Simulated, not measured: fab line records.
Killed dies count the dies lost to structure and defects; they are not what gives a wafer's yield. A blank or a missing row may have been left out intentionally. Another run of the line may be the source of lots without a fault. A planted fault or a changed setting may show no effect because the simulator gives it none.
fab line records | flow sky130
record lots=7 wafers=21 lastDay=50
route steps=708 shown VT_ADJUST_HVTR@137 VT_ADJUST_PCH@143
lots that met no fault: from a run of the same line without faults
startH: hours from the record's first day to the start of the lot's first wafer shown | waitH: hours from the lot's prior step to this one | " repeats the value in the row above | L1.1+2: several wafers, shown together as one row | - no value present, or no start provided | * or withheld: withheld | < > ~ a bound
route shown NAME@n: a module of which the file shows steps, and the number in the route of the first | usual: mean/standard deviation of fault-free wafers | same: alike in all rows | chamber/n: place in a boat | sites: the reading at each site | _std_site: standard deviation across them | _edge_site: outer sites' mean less inner sites' | radiusMm: how far each site lies from the wafer's centre | mask NAME#n: copy n | behind: the tool/chamber that last shaped the wafer | hold: why the lot was held/for how many hours/how that ended | device: names the non-switching transistor (n, p or np) | end of line: tests run on the same wafers once the route is complete | step lacking rows: just its recipe | killed: count of dies lost to structure and defects at first sort (not the wafer's yield) | map: dies across one wafer; x = killed, . = not, _ = none there
set.NAME: the setting the step ran with; set.NAME@STEP: the setting that earlier step ran with | model.NAME: the simulator's own value behind a step, which no gauge read
a table for each step, a row for each wafer; lots at some steps of the route
services: a tool's chamber out of use, with start hour (startH, from the record's first day; less than 0 if before it), hours out, and reason
## steps
# step SKY_VT_ADJUST_HVTR_DEVELOP_06
# recipe developTimeS=60 devTempC=23
# step SKY_VT_ADJUST_HVTR_CD_MEAS_07
# recipe targetCdNm=380
# usual cdNm=379.6/2.7
# columns lot.wafer tool chamber startH waitH cdNm
L666.1 cdSem-02 - 239.61 0.1 382.1
L666.2 " - " " 380.9
L666.6 " - " " 384.3
L675.1 cdSem-02 - 302.69 0.1 380.7
L675.2 " - " " 380.6
L675.4 " - " " 381.8
L676.2 cdSem-01 - 308.81 0.1 380.1
L676.3 " - " " 379.4
L676.4 " - " " 381.3
L677.2 cdSem-02 - 317.28 0.1 377.6
L677.3 " - " " 377.9
L677.4 " - " " 376.0
L678.1 cdSem-01 - 324.06 0.1 376.7
L678.3 " - " " 377.9
L678.5 " - " " 377.5
L680.4 cdSem-01 - 340.16 0.1 379.7
L680.5 " - " " 380.3
L680.6 " - " " 380.2
L684.1 cdSem-01 - 366.14 0.1 377.7
L684.3 " - " " 380.6
L684.4 " - " " 377.0
# step SKY_VT_ADJUST_HVTR_OVL_MEAS_08
# usual VT_ADJUST_HVTR_OVL=-0.6/1.3
# columns lot.wafer tool chamber startH waitH VT_ADJUST_HVTR_OVL[nm]
L666.1 overlay-02 - 239.73 0.1 -0.9
L666.2 " - " " -1.0
L666.6 " - " " -2.8
L675.1 overlay-02 - 302.81 0.1 0.4
L675.2 " - " " 0.0
L675.4 " - " " 0.4
L676.2 overlay-02 - 308.92 0.1 -1.9
L676.3 " - " " -1.0
L676.4 " - " " -0.9
L677.2 overlay-02 - 317.38 0.1 -2.7
L677.3 " - " " 0.8
L677.4 " - " " -1.4
L678.1 overlay-02 - 324.18 0.1 -3.0
L678.3 " - " " -1.8
L678.5 " - " " -2.2
L680.4 overlay-02 - 340.24 0.1 -0.9
L680.5 " - " " -0.2
L680.6 " - " " -0.4
L684.1 overlay-01 - 366.26 0.1 0.8
L684.3 " - " " 1.3
L684.4 " - " " -0.3
# step SKY_VT_ADJUST_HVTR_IMPLANT_09
# recipe species=B energyKev=10.09 doseCm2=2.1e+12 tiltDeg=withheld
# step SKY_VT_ADJUST_HVTR_STRIP_10
# recipe chemistry=O2/N2 powerW=1400 pressureMtorr=1500 platenTempC=withheld o2FlowSccm=3000 n2FlowSccm=300 overashFraction=0.5
# usual drypumpMotorCurrentA=5.73/0.29 oesProductAu=0.716/0.0046 stripTimeToEndpointS=14.18/0.041
# columns lot.wafer tool chamber startH waitH drypumpMotorCurrentA oesProductAu rfHoursCounterH stripTimeToEndpointS
L666.1 plasmaAsher-01 1 239.91 0.1 5.94 0.719 59 14.17
L666.2 " 0 " " 5.76 0.722 59 14.18
L666.6 " 1 " " 5.92 0.712 - 14.12
L675.1 plasmaAsher-01 1 303.00 0.1 5.92 0.717 66 14.21
L675.2 " 0 " " 5.74 0.718 66 14.23
L675.4 " 0 " " 5.76 0.716 - 14.23
L676.2 plasmaAsher-02 1 309.10 0.1 5.66 0.715 19 14.12
L676.3 " 0 " " 5.41 0.721 - 14.16
L676.4 " 1 " " 5.66 0.716 - 14.15
L677.2 plasmaAsher-02 1 317.56 0.1 5.65 0.728 20 14.18
L677.3 " 0 " " 5.40 0.717 - 14.20
L677.4 " 1 " " 5.68 0.721 - 14.21
L678.1 plasmaAsher-01 0 324.36 0.1 5.76 0.707 67 14.11
L678.3 " 1 " " 5.96 0.717 - 14.17
L678.5 " 0 " " 5.74 0.707 - 14.15
L680.4 plasmaAsher-01 1 340.44 0.1 5.93 0.715 - 14.19
L680.5 " 1 " " 5.95 0.708 - 14.20
L680.6 " 0 " " 5.76 0.715 - 14.15
L684.1 plasmaAsher-03 1 366.45 0.1 5.29 0.721 53 14.21
L684.3 " 0 " " 6.42 0.716 - 14.19
L684.4 " 1 " " 5.32 0.714 - 14.21
# step SKY_VT_ADJUST_HVTR_TW_MEAS_11
# usual VT_ADJUST_HVTR_TW=211.1/2.8
# columns lot.wafer tool chamber startH waitH VT_ADJUST_HVTR_TW
L666.1 filmMetro-03 - 240.01 0.1 214.7
L666.2 " - " " 213.7
L666.6 " - " " 212.5
L675.1 filmMetro-04 - 303.10 0.1 207.0
L675.2 " - " " 206.4
L675.4 " - " " 208.6
L676.2 filmMetro-03 - 309.21 0.1 213.5
L676.3 " - " " 213.7
L676.4 " - " " 212.8
L677.2 filmMetro-01 - 317.67 0.1 211.7
L677.3 " - " " 212.5
L677.4 " - " " 212.1
L678.1 filmMetro-03 - 324.46 0.1 213.1
L678.3 " - " " 212.3
L678.5 " - " " 212.6
L680.4 filmMetro-04 - 340.54 0.1 207.8
L680.5 " - " " 208.9
L680.6 " - " " 208.9
L684.1 filmMetro-04 - 366.55 0.1 208.1
L684.3 " - " " 208.4
L684.4 " - " " 208.2
# step SKY_VT_ADJUST_PCH_DEHYDRATE_00
# recipe tempC=200 timeS=60
# step SKY_VT_ADJUST_PCH_HMDS_01
# recipe primeTimeS=60 primeTempC=120
# step SKY_VT_ADJUST_PCH_COAT_02
# recipe spinRpm=2000 resistThkNm=3000
# step SKY_VT_ADJUST_PCH_SOFTBAKE_03
# recipe tempC=110 timeS=withheld
# step SKY_VT_ADJUST_PCH_EXPOSE_04
# recipe maskId=NWM na=0.6 sourceShape=conventional sigmaOuter=0.6 polarization=unpolarized targetCdNm=840 doseMj=255
# step SKY_VT_ADJUST_PCH_PEB_05
# recipe tempC=115 timeS=withheld
# step SKY_VT_ADJUST_PCH_DEVELOP_06
# recipe wallAngleDeg=90 developer=TMAH developTimeS=60 devTempC=23
# usual chillPlateTempC=22.99/0.098 developTimeS=60/0
# columns lot.wafer tool chamber startH waitH chillPlateTempC developTimeS
L666.1 lithoTrack-03 0 263 - 23.03 60
L666.2 " 0 " " 22.89 60
L666.6 " 0 " " 22.87 60
L675.1 lithoTrack-03 - 328 - - -
L675.2 " - " " - -
L675.4 " - " " - -
L676.2 lithoTrack-02 - 334 - - -
L676.3 " - " " - -
L676.4 " - " " - -
L677.2 lithoTrack-01 - 344 - - -
L677.3 " - " " - -
L677.4 " - " " - -
L678.1 lithoTrack-02 0 351 - 22.95 60
L678.3 " 0 " " 22.93 60
L678.5 " 0 " " 23.10 60
L680.4 lithoTrack-02 0 367 - 23.29 60
L680.5 " 0 " " 22.85 60
L680.6 " 0 " " 22.90 60
L684.1 lithoTrack-03 0 394 - 23.02 60
L684.3 " 0 " " 22.84 60
L684.4 " 0 " " 22.96 60
# step SKY_VT_ADJUST_PCH_OVL_MEAS_07
# usual VT_ADJUST_PCH_OVL=-1.4/1.4
# columns lot.wafer tool chamber startH waitH VT_ADJUST_PCH_OVL[nm]
L666.1 overlay-02 - 263.67 - -1.8
L666.2 " - " " -2.8
L666.6 " - " " -2.5
L675.1 overlay-02 - 328.72 - -
L675.2 " - " " -
L675.4 " - " " -
L676.2 overlay-02 - 334.91 - -
L676.3 " - " " -
L676.4 " - " " -
L677.2 overlay-01 - 344.25 - -
L677.3 " - " " -
L677.4 " - " " -
L678.1 overlay-01 - 351.36 - -1.6
L678.3 " - " " 1.8
L678.5 " - " " -1.5
L680.4 overlay-01 - 367.82 - -2.3
L680.5 " - " " -2.6
L680.6 " - " " -3.8
L684.1 overlay-01 - 394.72 - -1.0
L684.3 " - " " 0.5
L684.4 " - " " 1.5
## services
# columns tool chamber startH hours kind
plasmaAsher-02 - 239.26 2.6 repair
plasmaAsher-03 - 272.28 7.9 repair
plasmaAsher-01 - 307.09 7.8 repair
plasmaAsher-03 - 317.45 8.4 repair
plasmaAsher-02 - 328.44 4.4 repair
plasmaAsher-01 - 363.29 31.4 repair
## key
firstSign step=SKY_VT_ADJUST_PCH_DEVELOP_06 reading=toolRecord direction=missing
effect none on later readings
metAt SKY_VT_ADJUST_PCH_DEVELOP_06
struckWafers L675.1,L675.2,L675.4,L676.2,L676.3,L676.4,L677.2,L677.3,L677.4
sortLeftOut L675.1,L675.2,L675.4,L676.2,L676.3,L676.4,L677.2,L677.3,L677.4
testerLeftOut L675,L676,L677
onsetBetween 263 328
fault kind=skippedStepWhole tool=lithoTrack-01,lithoTrack-02,lithoTrack-03 chamber=- onsetH=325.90 steps=SKY_VT_ADJUST_PCH_DEVELOP_06 scope=struckLotsOnly
# testerLeftOut: of these lots the tester's yield and bins aren't shown, on N5 and GAA mostly nor the transistor test; their killed dies are dies lost to structure and defects alone, not to doping, threshold or leakage, so they don't give the yield
# sortLeftOut: the simulated sort isn't trusted on such a fault, so these wafers' sort isn't shown, and their yield isn't known
